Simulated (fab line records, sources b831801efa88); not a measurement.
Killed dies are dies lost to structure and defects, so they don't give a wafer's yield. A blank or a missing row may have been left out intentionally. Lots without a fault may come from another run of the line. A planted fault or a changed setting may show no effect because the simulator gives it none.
fab line records ; flow sky130
record: lots: 5; wafers: 15; lastDay: 50
route steps=708 shown RES_XHIGH@341 SD_N@342 PAD_OPEN@708
lots that met no fault: taken from a fault-free run of the same line
startH: hours from the record's opening day to when the first of the lot's shown wafers began ; waitH: hours from the lot's prior step to this one ; " the same as in the row above ; L1.1+2: a row that stands for several wafers ; - no value, or no start given ; * or withheld: withheld ; < > ~ a bound
route shown NAME@n: a module of which the file shows steps, and the number in the route of the first ; usual: the fault-free wafers' mean and standard deviation ; same: alike in all rows ; chamber/n: place in a boat ; sites: per-site readings ; _std_site: the standard deviation of these ; _edge_site: mean of outer sites minus mean of inner sites ; radiusMm: how far each site lies from the wafer's centre ; mask NAME#n: copy n ; behind: the most recent tool/chamber to have shaped the wafer ; hold: what put the lot on hold/how long, in hours/how the hold closed ; device: transistor that didn't switch, given as n, p or np ; end of line: the same wafers' tests at the end of the route ; for a step that has no rows: nothing shown but its recipe ; killed: dies lost to structure and defects at the first sort, not the wafer's yield ; map: dies across one wafer; x = killed, . = not, _ = none there
set.NAME: the run value of the setting; set.NAME@STEP: its run value at that earlier step ; model.NAME: the simulator's own value behind a step, which no gauge read
lots seen at some steps along the route; tables by step, rows by wafer
services: from which hour (startH, from the record's first day; less than 0 if before it) a tool's chamber was out of use, for how many hours, and why
== steps ==
step: SKY_RES_XHIGH_TW_MEAS_09
usual: RES_XHIGH_TW: 1643/6.5
lot.wafer;tool;chamber;startH;waitH;RES_XHIGH_TW
L466.1;filmMetro-03;-;620.63;0.1;1651
L466.4;filmMetro-03;-;620.63;0.1;1652
L466.5;filmMetro-03;-;620.63;0.1;1641
L469.2;filmMetro-04;-;654.70;0.1;1640
L469.3;filmMetro-04;-;654.70;0.1;1643
L469.6;filmMetro-04;-;654.70;0.1;1644
L472.2;filmMetro-03;-;675.78;0.1;1645
L472.3;filmMetro-03;-;675.78;0.1;1640
L472.4;filmMetro-03;-;675.78;0.1;1650
L488.1;filmMetro-03;-;803.33;0.1;1644
L488.2;filmMetro-03;-;803.33;0.1;1639
L488.5;filmMetro-03;-;803.33;0.1;1633
L489.2;filmMetro-03;-;806.88;0.1;1637
L489.3;filmMetro-03;-;806.88;0.1;1641
L489.6;filmMetro-03;-;806.88;0.1;1634
step: SKY_SD_N_DEHYDRATE_00
recipe: tempC: 200; timeS: 60
step: SKY_SD_N_HMDS_01
recipe: primeTimeS: 60; primeTempC: 120
step: SKY_SD_N_COAT_02
recipe: resist: NOVOLAK; spinRpm: 3000; resistThkNm: 1140
step: SKY_SD_N_SOFTBAKE_03
recipe: tempC: 90; timeS: 60; resist: NOVOLAK
step: SKY_SD_N_EXPOSE_04
recipe: maskId: NSDM; na: 0.6; sourceShape: conventional; sigmaOuter: 0.6; polarization: unpolarized; targetCdNm: 380; doseMj: 141
step: SKY_SD_N_PEB_05
recipe: tempC: withheld; timeS: *; resist: NOVOLAK
step: SKY_SD_N_DEVELOP_06
recipe: resist: NOVOLAK; developer: TMAH; developTimeS: 60; devTempC: 23
step: SKY_SD_N_CD_MEAS_07
recipe: targetCdNm: 380
usual: cdNm: 379.8/2.2
lot.wafer;tool;chamber;startH;waitH;cdNm
L466.1;cdSem-02;-;648.62;0.1;375.7
L466.4;cdSem-02;-;648.62;0.1;376.9
L466.5;cdSem-02;-;648.62;0.1;376.0
L469.2;cdSem-02;-;683.25;0.1;381.4
L469.3;cdSem-02;-;683.25;0.1;380.9
L469.6;cdSem-02;-;683.25;0.1;380.1
L472.2;cdSem-02;-;704.35;0.1;376.9
L472.3;cdSem-02;-;704.35;0.1;375.4
L472.4;cdSem-02;-;704.35;0.1;376.3
L488.1;cdSem-01;-;829.52;0.1;380.5
L488.2;cdSem-01;-;829.52;0.1;379.5
L488.5;cdSem-01;-;829.52;0.1;381.4
L489.2;cdSem-02;-;833.23;0.1;383.2
L489.3;cdSem-02;-;833.23;0.1;382.3
L489.6;cdSem-02;-;833.23;0.1;383.5
step: SKY_SD_N_OVL_MEAS_08
usual: SD_N_OVL: -1.5/1.4
lot.wafer;tool;chamber;startH;waitH;SD_N_OVL[nm]
L466.1;overlay-02;-;648.74;0.1;-3.5
L466.4;overlay-02;-;648.74;0.1;-1.1
L466.5;overlay-02;-;648.74;0.1;-2.7
L469.2;overlay-02;-;683.35;0.1;-1.1
L469.3;overlay-02;-;683.35;0.1;-1.8
L469.6;overlay-02;-;683.35;0.1;-3.2
L472.2;overlay-02;-;704.45;0.1;-2.7
L472.3;overlay-02;-;704.45;0.1;-3.3
L472.4;overlay-02;-;704.45;0.1;-2.9
L488.1;overlay-01;-;829.64;0.1;0.4
L488.2;overlay-01;-;829.64;0.1;-0.2
L488.5;overlay-01;-;829.64;0.1;-0.5
L489.2;overlay-02;-;833.34;0.1;-2.7
L489.3;overlay-02;-;833.34;0.1;-1.6
L489.6;overlay-02;-;833.34;0.1;-1.7
step: SKY_SD_N_IMPLANT_09
recipe: species: As; energyKev: 50; doseCm2: 4e+15; tiltDeg: 0
step: SKY_SD_N_IMPLANT_10
recipe: species: P; energyKev: 20; doseCm2: 1e+14; tiltDeg: 0
step: SKY_SD_N_STRIP_11
recipe: chemistry: O2/N2; powerW: 1400; pressureMtorr: 1500; platenTempC: withheld; o2FlowSccm: 3000; n2FlowSccm: 300; overashFraction: 0.5
usual: drypumpMotorCurrentA: 6.0/0.5; oesProductAu: 0.527/0.0046; stripTimeToEndpointS: 22.54/0.045
lot.wafer;tool;chamber;startH;waitH;drypumpMotorCurrentA;oesProductAu;rfHoursCounterH;stripTimeToEndpointS;model.NOVOLAK_of_SD_N_COAT_02.thkNm
L466.1;plasmaAsher-03;0;649.08;0.1;6.7;0.525;22;22.57;0
L466.4;plasmaAsher-03;0;649.08;0.1;6.7;0.520;-;22.54;0
L466.5;plasmaAsher-03;1;649.08;0.1;5.8;0.525;-;22.58;0
L469.2;plasmaAsher-03;0;683.68;0.1;6.8;0.529;25;22.55;0
L469.3;plasmaAsher-03;1;683.68;0.1;5.8;0.525;-;22.55;0
L469.6;plasmaAsher-03;0;683.68;0.1;6.8;0.527;-;22.49;0
L472.2;plasmaAsher-03;1;704.78;0.1;5.8;0.303;27;-;869
L472.3;plasmaAsher-03;0;704.78;0.1;6.8;0.316;-;-;869.6
L472.4;plasmaAsher-03;1;704.78;0.1;5.8;0.292;-;-;866.7
L488.1;plasmaAsher-01;0;829.98;0.1;5.5;0.526;70;22.65;0
L488.2;plasmaAsher-01;1;829.98;0.1;5.8;0.526;70;22.63;0
L488.5;plasmaAsher-01;1;829.98;0.1;5.8;0.532;-;22.62;0
L489.2;plasmaAsher-03;1;833.67;0.1;5.8;0.526;40;22.53;0
L489.3;plasmaAsher-03;1;833.67;0.1;5.8;0.524;-;22.54;0
L489.6;plasmaAsher-03;0;833.67;0.1;6.7;0.530;-;22.56;0
step: SKY_SD_N_TW_MEAS_12
usual: SD_N_TW: 3998/21
lot.wafer;tool;chamber;startH;waitH;SD_N_TW
L466.1;filmMetro-03;-;649.18;0.1;3975
L466.4;filmMetro-03;-;649.18;0.1;3971
L466.5;filmMetro-03;-;649.18;0.1;3973
L469.2;filmMetro-01;-;683.79;0.1;3978
L469.3;filmMetro-01;-;683.79;0.1;3978
L469.6;filmMetro-01;-;683.79;0.1;3964
L472.2;filmMetro-01;-;704.89;0.1;4010
L472.3;filmMetro-01;-;704.89;0.1;4020
L472.4;filmMetro-01;-;704.89;0.1;4036
L488.1;filmMetro-03;-;830.08;0.1;3972
L488.2;filmMetro-03;-;830.08;0.1;3991
L488.5;filmMetro-03;-;830.08;0.1;4000
L489.2;filmMetro-01;-;833.78;0.1;3967
L489.3;filmMetro-01;-;833.78;0.1;3955
L489.6;filmMetro-01;-;833.78;0.1;3980
step: SKY_PAD_OPEN_PROBE_99
usual: killed_at_M0_to_M3: 43/6.5; killed_at_M4_up: 3.2/1.9; killedAtContacts: 25/5.5; killedAtFrontEnd: 14/4.2; killedAtOther: 0.2/0.44; killedDies: 85/8.5; killedOnRim: 16/3.3; killedOpen: 47/7; killedShort: 39/6.3
same: grossDies: 492; killedAtBackSide: 0
lot.wafer;tool;chamber;startH;waitH;hold;killed_at_M0_to_M3;killed_at_M4_up;killedAtContacts;killedAtFrontEnd;killedAtOther;killedDies;killedOnRim;killedOpen;killedShort
L466.1;prober-02;-;1082.15;0.1;-;46;2;26;15;0;89;16;42;47
L466.4;prober-02;-;1082.30;0.2;-;40;3;25;21;0;89;16;41;48
L466.5;prober-02;-;1082.35;0.2;-;39;2;19;15;0;75;16;45;30
L469.2;prober-01;-;1108.70;0.1;-;43;4;22;7;1;77;11;36;41
L469.3;prober-01;-;1108.75;0.2;-;46;2;23;8;0;79;13;40;39
L469.6;prober-01;-;1108.90;0.2;-;46;2;18;11;0;77;16;39;38
L472.2;prober-02;-;1120.84;0.1;awaitDispo/2.5h/scrap;51;1;20;420;0;492;96;40;46
L472.3;prober-02;-;1120.89;0.2;awaitDispo/2.5h/scrap;46;2;29;415;0;492;96;49;42
L472.4;prober-02;-;1120.94;0.2;awaitDispo/2.5h/scrap;47;6;27;412;0;492;96;49;54
L488.1;prober-02;-;1205.75;0.1;-;40;1;23;10;0;74;16;43;31
L488.2;prober-02;-;1205.80;0.1;-;44;2;30;13;0;89;14;35;54
L488.5;prober-02;-;1205.95;0.2;-;35;5;37;21;1;99;23;49;50
L489.2;prober-01;-;1206.29;0.1;-;46;2;25;15;0;88;16;48;40
L489.3;prober-01;-;1206.34;0.2;-;36;4;25;9;0;74;15;40;34
L489.6;prober-01;-;1206.49;0.2;-;39;3;28;22;0;92;14;52;40
killed by level:class
L466.1 VIA1:geometricParticle:open=10 CONTACT:geometricParticle:short=9 METAL1:geometricParticle:short=7 LOCAL_INTERCONNECT:geometricParticle:short=7 CONTACT:geometricParticle:open=6 METAL2:geometricParticle:short=6 VIA2:geometricParticle:open=6 VIA3:geometricParticle:open=6
L466.4 CONTACT:geometricParticle:open=9 VIA1:geometricParticle:open=9 FIELD_ISO:geometricParticle:short=7 VIA1:geometricParticle:short=7 CONTACT:geometricParticle:short=6 METAL3:geometricParticle:short=6 FIELD_ISO:geometricParticle:open=5 LI_CONTACT:geometricParticle:open=5
L466.5 VIA3:geometricParticle:open=10 LI_CONTACT:geometricParticle:open=7 POLY_GATE:geometricParticle:open=6 VIA2:geometricParticle:open=6 CONTACT:geometricParticle:open=6 METAL2:geometricParticle:short=5 VIA1:geometricParticle:open=4 CONTACT:geometricParticle:short=3
L469.2 CONTACT:geometricParticle:open=9 VIA1:geometricParticle:short=9 VIA1:geometricParticle:open=8 LI_CONTACT:geometricParticle:open=5 CONTACT:geometricParticle:short=5 VIA2:geometricParticle:open=5 METAL1:geometricParticle:short=5 VIA2:geometricParticle:short=4
L469.3 VIA1:geometricParticle:open=10 CONTACT:geometricParticle:open=8 LI_CONTACT:geometricParticle:open=6 METAL1:geometricParticle:short=6 VIA1:geometricParticle:short=6 VIA3:geometricParticle:open=5 CONTACT:geometricParticle:short=5 METAL2:geometricParticle:short=5
L469.6 VIA1:geometricParticle:open=12 METAL1:geometricParticle:short=8 VIA3:geometricParticle:open=6 VIA2:geometricParticle:open=5 LI_CONTACT:geometricParticle:open=5 CONTACT:geometricParticle:open=5 CONTACT:geometricParticle:short=4 VIA1:geometricParticle:short=4
L472.2 SD_N:areaRta=406 METAL1:geometricParticle:short=8 METAL2:geometricParticle:short=8 VIA1:geometricParticle:open=7 VIA2:geometricParticle:open=7 LI_CONTACT:geometricParticle:open=6 CONTACT:geometricParticle:short=5 VIA3:geometricParticle:open=5
L472.3 SD_N:areaRta=401 VIA2:geometricParticle:open=10 CONTACT:geometricParticle:open=10 METAL2:geometricParticle:short=10 LI_CONTACT:geometricParticle:short=8 VIA1:geometricParticle:open=8 POLY_GATE:geometricParticle:open=6 VIA3:geometricParticle:open=6
L472.4 SD_N:areaRta=389 VIA1:geometricParticle:open=11 POLY_GATE:geometricParticle:open=8 LI_CONTACT:geometricParticle:open=8 METAL1:geometricParticle:short=7 FIELD_ISO:geometricParticle:short=5 LI_CONTACT:geometricParticle:short=5 METAL2:geometricParticle:short=5
L488.1 CONTACT:geometricParticle:open=9 VIA2:geometricParticle:open=8 METAL1:geometricParticle:short=8 VIA1:geometricParticle:open=8 CONTACT:geometricParticle:short=6 VIA3:geometricParticle:open=5 POLY_GATE:geometricParticle:open=3 LI_CONTACT:geometricParticle:open=3
L488.2 METAL1:geometricParticle:short=14 CONTACT:geometricParticle:open=12 METAL2:geometricParticle:short=7 VIA1:geometricParticle:open=7 LI_CONTACT:geometricParticle:short=5 CONTACT:geometricParticle:short=5 FIELD_ISO:geometricParticle:short=4 FIELD_ISO:geometricParticle:open=4
L488.5 CONTACT:geometricParticle:open=19 VIA1:geometricParticle:open=8 VIA1:geometricParticle:short=7 POLY_GATE:geometricParticle:short=6 FIELD_ISO:geometricParticle:short=5 LI_CONTACT:geometricParticle:short=5 LI_CONTACT:geometricParticle:open=5 LOCAL_INTERCONNECT:geometricParticle:short=5
L489.2 VIA1:geometricParticle:open=13 CONTACT:geometricParticle:open=10 METAL1:geometricParticle:short=8 VIA2:geometricParticle:open=8 LI_CONTACT:geometricParticle:open=6 METAL2:geometricParticle:short=4 VIA3:geometricParticle:short=4 POLY_GATE:geometricParticle:short=3
L489.3 CONTACT:geometricParticle:open=10 VIA1:geometricParticle:open=10 LI_CONTACT:geometricParticle:open=5 LOCAL_INTERCONNECT:geometricParticle:short=4 METAL4:geometricParticle:short=4 CONTACT:geometricParticle:short=4 METAL1:geometricParticle:short=4 VIA2:geometricParticle:short=4
L489.6 VIA1:geometricParticle:open=10 FIELD_ISO:geometricParticle:open=9 LI_CONTACT:geometricParticle:open=7 VIA2:geometricParticle:open=7 VIA3:geometricParticle:open=7 CONTACT:geometricParticle:short=6 CONTACT:geometricParticle:open=6 METAL2:geometricParticle:short=6
map L472.2 (x killed, . not)
__________xxxxxxxxxx_________
________xxxxxxxxxxxxxx_______
______xxxxxxxxxxxxxxxxxx_____
_____xxxxxxxxxxxxxxxxxxxx____
____xxxxxxxxxxxxxxxxxxxxxx___
___xxxxxxxxxxxxxxxxxxxxxxxx__
__xxxxxxxxxxxxxxxxxxxxxxxxxx_
_xxxxxxxxxxxxxxxxxxxxxxxxxxxx
_xxxxxxxxxxxxxxxxxxxxxxxxxxxx
_xxxxxxxxxxxxxxxxxxxxxxxxxxxx
_xxxxxxxxxxxxxxxxxxxxxxxxxxxx
_xxxxxxxxxxxxxxxxxxxxxxxxxxxx
_xxxxxxxxxxxxxxxxxxxxxxxxxxxx
_xxxxxxxxxxxxxxxxxxxxxxxxxxxx
_xxxxxxxxxxxxxxxxxxxxxxxxxxxx
__xxxxxxxxxxxxxxxxxxxxxxxxxx_
___xxxxxxxxxxxxxxxxxxxxxxxx__
____xxxxxxxxxxxxxxxxxxxxxx___
_____xxxxxxxxxxxxxxxxxxxx____
______xxxxxxxxxxxxxxxxxx_____
________xxxxxxxxxxxxxx_______
__________xxxxxxxxxx_________
map L466.1 (x killed, . not)
__________.x......x._________
________.x............_______
______..x.............x._____
_____.x....x.........x...____
____...x.....x...x..x.....___
___...........x.....x..x.x.__
__..x.xx.....xxx............_
_.x...................xx.x.x.
_..x.......................x.
_....x..xx.......x..x........
_.x......xxx.x...xx..x.......
_x....x.......x..x.x....x....
_xx.......x..xx...x..........
_.............x.x....x..xx...
_.x...x.x.....xx.............
__.xx...........x......x...._
___...x.xx........x....x...__
____.x..x...x..x...x....x.___
_____.....x..xx.....x....____
______.......xx.x......._____
________......x.x....._______
__________x........._________
== services ==
tool;chamber;startH;hours;kind
plasmaAsher-01;-;631.41;4.5;repair
plasmaAsher-03;-;741.45;3.0;repair
plasmaAsher-01;-;801.73;1.7;repair
== key ==
firstSign: step: SKY_SD_N_STRIP_11; reading: oesProductAu; direction: down; sigmas: 48; usual: 0.527; struck: 0.304
effect: step: SKY_PAD_OPEN_PROBE_99; reading: killedAtFrontEnd; direction: up; sigmas: 96; usual: 14; struck: 416
modelEffect: step: SKY_SD_N_STRIP_11; value: NOVOLAK_of_SD_N_COAT_02.thkNm; without: 0; struck: 868.4
moreKillsBornAt: SKY_SD_N_RTA_14@rtpAnneal-01: 1196
metAt SKY_SD_N_STRIP_11
struckWafers L472.2,L472.3,L472.4
testerLeftOut L472
onsetBetween 683.68 704.78
fault: kind: stripAborted; tool: plasmaAsher-03; chamber: -; onsetH: 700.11; steps: SKY_SD_N_STRIP_11; offset: 0.89648; endH: 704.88
testerLeftOut: of these lots the tester's yield and bins aren't shown, on N5 and GAA mostly nor the transistor test; their killed dies are dies lost to structure and defects alone, not to doping, threshold or leakage, so they don't give the yield
